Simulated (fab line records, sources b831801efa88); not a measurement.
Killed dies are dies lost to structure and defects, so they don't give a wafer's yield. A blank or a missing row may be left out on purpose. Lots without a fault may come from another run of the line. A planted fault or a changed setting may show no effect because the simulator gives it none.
Which tool did it? | flow gf180mcu | 6 lots, 18 wafers sampled, at 1 step of a route of 602

WHAT THE GAUGES READ, wafer by wafer
GF_M1_CD_MEAS_14: target cd 230 nm.
lot  | measured     | on        | cd_nm (nm)
L347 | day 17 21:18 | cd_sem-02 | 230.7 231.0 229.4
L358 | day 21 23:39 | cd_sem-01 | 229.3 229.5 229.7
L360 | day 22 14:36 | cd_sem-01 | 229.0 229.7 229.1
L363 | day 23 15:19 | cd_sem-01 | 228.1 226.9 227.5
L365 | day 24 06:43 | cd_sem-02 | 232.6 231.1 231.4
L367 | day 25 00:43 | cd_sem-02 | 230.0 230.7 230.1

WHICH TOOL RAN EACH LOT (tool, then ch and the chambers of the sampled wafers, then the start)
The record holds no process step before these readings.

THE ANSWER, worked out from the rows above alone
Rule: what is usual is taken from the lots themselves. Put in order of their means at a reading, lots are off if they are a third of the lots or fewer, leave a main group of 4 or more, and stand apart from it by a gap of 3 or more times the standard deviation of the main group's means; of several such gaps the widest counts. A main group whose means are all the same, to the digits that the tables above print for the reading, isn't used. A lot without any number at a reading at which 4 lots or more have one is off too. The other lots that the step has rows for count as sound.
No lot is off at any reading shown: from this, nothing can be told.

WHAT THE SIMULATOR HAD PUT IN
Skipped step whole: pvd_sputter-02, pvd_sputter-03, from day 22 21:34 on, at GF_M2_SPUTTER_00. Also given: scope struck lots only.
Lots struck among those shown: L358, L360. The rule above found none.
